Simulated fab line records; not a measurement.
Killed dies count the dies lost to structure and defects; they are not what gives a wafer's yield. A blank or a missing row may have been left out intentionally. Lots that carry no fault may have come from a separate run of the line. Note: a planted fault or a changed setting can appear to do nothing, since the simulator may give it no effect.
Struck lot and sound lot, side by side | flow gf180mcu | 18 out of 602 route steps
Sound: the wafers L329.2, L329.5, L329.6. Struck: wafer L335.2. (L335.3, L335.6 of the same lot were not struck and are left out.) The cause comes at the end.
Each step with rows lists, per side, the tool, then ch with its chambers, then its first start. Under that, the readings that differ: sound wafers | struck wafers | difference of the means | sigmas: that difference in standard deviations of wafers without a fault.
alike: readings with means less than 2 such deviations apart, plus words and numbers identical on both sides. not compared: withheld readings, readings lacking a value on some wafer, bounds such as >300 that could conceal the same value, and numbers that have no deviation in the record and whose values overlap.
The two part at a step that has a row with sigmas, a row that says differs or no value, or rows on one side only. Numbers that don't overlap but have no deviation are shown without sigmas and don't part them. A reading missing from all wafers of one side parts the sides only when that side holds two or more wafers.

first, 2 steps without rows for these wafers: GF_CONTACT_PEB_12 (peb time 90 s); GF_CONTACT_DEVELOP_13 (develop time 60 s).
GF_CONTACT_CD_MEAS_14 targets a cd of 220 nm.
  sound: cd_sem-01 at day 16 16:42; struck: cd_sem-02 at day 18 14:02
  alike: cd_nm
GF_CONTACT_OVL_MEAS_15:
  sound: overlay-02 at day 16 16:49; struck: overlay-01 at day 18 14:08
  alike: CONTACT_OVL
GF_CONTACT_ETCH_16: etches BARC in N2/H2.
  sound on rie_diel-01 ch 2,3, day 16 16:50; struck on rie_diel-01 ch 0, day 18 14:10
  reading                | sound                | struck | difference | sigmas
  throttle_valve_pct (%) | 13.234 13.239 13.218 | 13.211 | -0.019     | -2
  alike: drypump_motor_current_A, n2_flow_sccm, oes_product_au, rf_fwd_power_W
GF_CONTACT_ETCH_17: etches SiO2 in C4F8/O2/Ar, stops on CoSi2, target depth 860 nm.
  sound: rie_diel-01 ch 2,3; struck: rie_diel-01 ch 0
  alike: oes_product_au, rf_fwd_power_W
then, 4 steps without rows for these wafers: GF_CONTACT_STRIP_18 (strips in O2/N2); GF_CONTACT_CLEAN_19 (cleans in SPM); GF_CONTACT_CLEAN_20 (cleans in DIW); GF_CONTACT_CLEAN_21 (cleans in dHF, time 20 s).
GF_CONTACT_SPUTTER_22: material Ti, target thk 15 nm, time 80.02 s.
  sound: pvd_sputter-02 at day 16 17:18; struck: pvd_sputter-02 at day 18 14:43
  alike: cathode_dc_power_W, throttle_valve_pct
GF_CONTACT_SPUTTER_23: material TiN, target thk 10 nm, time 40 s.
  sound: pvd_sputter-02 at day 16 17:22; struck: pvd_sputter-02 at day 18 14:47
  alike: cathode_dc_power_W, throttle_valve_pct
GF_CONTACT_CVD_24: deposits W, target thk 300 nm, time 90.339 s.
  sound on cvd_w-02 ch 0,1, day 16 17:24; struck on cvd_w-02 ch 1, day 18 14:49
  reading                               | sound           | struck | difference | sigmas
  heater_power_w (W)                    | 1103 922 1076   | 837    | -197       | -3
  model.W_of_CONTACT_CVD_24.thk_nm (nm) | 302 298.1 295.1 | 537.3  | +238.9     |
GF_CONTACT_RS_MEAS_25: the measuring method here is four-point-probe.
  sound: film_metro-03 at day 16 17:31; struck: film_metro-04 at day 18 15:13
  reading               | sound             | struck | difference | sigmas
  CONTACT_W_RS (ohm/sq) | 0.379 0.385 0.389 | 0.213  | -0.171     | -37
  not compared: hold
GF_CONTACT_THK_MEAS_26: measures by xrf.
  sound: film_metro-03 at day 16 17:38; struck: film_metro-04 at day 18 21:21
  reading            | sound       | struck | difference | sigmas
  CONTACT_W_THK (nm) | 306 304 298 | 561    | +258       | +59
  not compared: hold
GF_CONTACT_CMP_27: polishes, stops on SiO2, t overpolish 15 s, target thk 0 nm.
  sound on cmp-01 ch 0,1, day 16 17:41; struck on cmp-01 ch 3, day 19 00:20
  reading                | sound    | struck                   | difference                   | sigmas
  hold                   | - - -    | await_dispo/2.6h/release | no value on the sound wafers |
  time_to_endpoint_s (s) | 79 76 75 | 134                      | +57                          | +18
  alike: motor_current_A
GF_M1_SPUTTER_00: material Ti, target thk 37.5 nm, time 150 s.
  sound: pvd_sputter-03 at day 16 17:59; struck: pvd_sputter-03 at day 19 00:35
  alike: cathode_dc_power_W, throttle_valve_pct
after that, 1 step had no rows for these wafers: GF_PASSIVATION_PROBE_99.

WHERE THEY PART
First at GF_CONTACT_ETCH_16; last, within this record, at GF_CONTACT_CMP_27. Later steps at which nothing parts them and some readings are alike: GF_M1_SPUTTER_00.

WHY: what the simulator had put in
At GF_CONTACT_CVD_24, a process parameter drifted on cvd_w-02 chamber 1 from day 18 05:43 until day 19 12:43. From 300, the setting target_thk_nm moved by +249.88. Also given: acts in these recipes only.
